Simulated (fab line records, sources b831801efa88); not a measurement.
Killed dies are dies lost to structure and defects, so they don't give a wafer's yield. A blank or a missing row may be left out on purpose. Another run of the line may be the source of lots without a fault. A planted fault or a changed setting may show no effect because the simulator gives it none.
Struck lot and sound lot, side by side | flow sky130 | 17 steps out of a route of 708
Sound: these wafers, L880.1, L880.4, L880.6. Struck: wafers L873.1, L873.5. The cause is given at the end.
Per side, at each step with rows, come the tool, then ch with its chambers, and then its first start. Under that, the readings that differ: sound wafers | struck wafers | difference of the means | sigmas: that difference in standard deviations of wafers without a fault.
alike: a reading whose means differ by less than 2 such deviations, as well as words and numbers matching on both sides. not compared: withheld readings; readings where some wafer has no value; bounds like >300 that might hide an equal value; numbers whose values overlap and for which the record gives no deviation.
The two part at a step that has a row with sigmas, a row that says differs or no value, or rows on one side only. Numbers that have no deviation but don't overlap get no sigmas and don't part them. Lack of a reading on every wafer of one side parts them only where that side has two or more wafers.

first, 3 steps without rows for these wafers: SKY_LI_CONTACT_EXPOSE_09 (exposes mask LICM1, target cd 170 nm); SKY_LI_CONTACT_PEB_10; SKY_LI_CONTACT_DEVELOP_11 (develop time 60 s).
SKY_LI_CONTACT_CD_MEAS_12: the cd target is 170 nm.
  sound: cdSem-02 at day 34 18:54; struck: cdSem-01 at day 32 22:06
  alike: cdNm
SKY_LI_CONTACT_OVL_MEAS_13:
  sound: overlay-01 at day 34 19:01; struck: overlay-02 at day 32 22:13
  alike: LI_CONTACT_OVL
SKY_LI_CONTACT_ETCH_14: etches BARC in N2/H2, stops on SiO2, time 45.9 s, target depth 60 nm.
  sound on rieDiel-04 ch 0,1,3, day 34 19:04; struck on rieDiel-02 ch 1,2, day 32 22:16
  alike: chamberPressureMTorr, drypumpMotorCurrentA, n2FlowSccm, oesProductAu, throttleValvePct
  not compared: rfHoursCounterH
SKY_LI_CONTACT_ETCH_15: etches PSG in C4F8/O2/Ar, stops on Si, target depth 600 nm.
  sound on rieDiel-04 ch 0,1,3, day 34 19:06; struck on rieDiel-02 ch 1,2, day 32 22:18
  alike: chamberPressureMTorr, oesProductAu
SKY_LI_CONTACT_STRIP_16: strips in O2/N2.
  sound on plasmaAsher-04 ch 0,1, day 34 19:11; struck on plasmaAsher-04 ch 0, day 32 22:23
  alike: chamberPressureMTorr, drypumpMotorCurrentA, n2FlowSccm, oesProductAu, stripTimeToEndpointS
  not compared: rfHoursCounterH
then, 3 steps without rows for these wafers: SKY_LI_CONTACT_CLEAN_17 (cleans in NMP, time 600 s); SKY_LI_CONTACT_PRE_CLEAN_18 (time 5.6 s); SKY_LI_CONTACT_SPUTTER_19 (material Ti, target thk 20 nm, time 106.37 s).
SKY_LI_CONTACT_SPUTTER_20: material TiN, target thk 20 nm, time 80 s.
  sound: pvdSputter-04 at day 34 19:34; struck: pvdSputter-04 at day 32 22:46
  alike: throttleValvePct
SKY_LI_CONTACT_CVD_21: deposits W, target thk 400 nm, time 120.56 s.
  sound on cvdW-02 ch 0,1, day 34 19:37; struck on cvdW-01 ch 0,1, day 32 22:50
reading                                 | sound             | struck      | difference | sigmas
model.W_of_LI_CONTACT_CVD_21.thkNm (nm) | 395.3 401.6 389.7 | 441.2 437.3 | +43.7      | 
  alike: heaterPowerW
SKY_LI_CONTACT_RS_MEAS_22: measures by four-point-probe.
  sound: filmMetro-03 at day 34 19:44; struck: filmMetro-04 at day 32 22:58
reading                  | sound                | struck        | difference | sigmas
LI_CONTACT_W_RS (ohm/sq) | 0.2887 0.2841 0.2927 | 0.2580 0.2609 | -0.0291    | -11
SKY_LI_CONTACT_THK_MEAS_23: measures by xrf.
  sound: filmMetro-03 at day 34 19:52; struck: filmMetro-04 at day 32 23:05
reading               | sound       | struck  | difference | sigmas
LI_CONTACT_W_THK (nm) | 400 404 395 | 433 428 | +31        | +5
SKY_LI_CONTACT_CMP_24: polishes, stops on PSG, t overpolish 20 s, target thk 0 nm.
  sound on cmp-01 ch 0,3, day 34 19:55; struck on cmp-01 ch 1, day 32 23:18
reading             | sound          | struck  | difference | sigmas
motorCurrentA (A)   | 12.3 10.8 10.4 | 8.2 8.5 | -2.8       | -2
timeToEndpointS (s) | 91 104 94      | 103 104 | +7         | +2
  alike: edgeZonePressureFrac
-- here the record skips 16 days between the struck wafers' starts before and after, leaving off in module LI_CONTACT and picking up in module PAD_OPEN (first step shown: number 708 of the route) --
SKY_PAD_OPEN_PROBE_99:
  record: rows for the struck wafers here (prober-01, day 48 12:29), none for the sound ones

## WHERE THEY PART
First at SKY_LI_CONTACT_RS_MEAS_22; last, within this record, at SKY_PAD_OPEN_PROBE_99.

WHY: whatever the simulator had introduced
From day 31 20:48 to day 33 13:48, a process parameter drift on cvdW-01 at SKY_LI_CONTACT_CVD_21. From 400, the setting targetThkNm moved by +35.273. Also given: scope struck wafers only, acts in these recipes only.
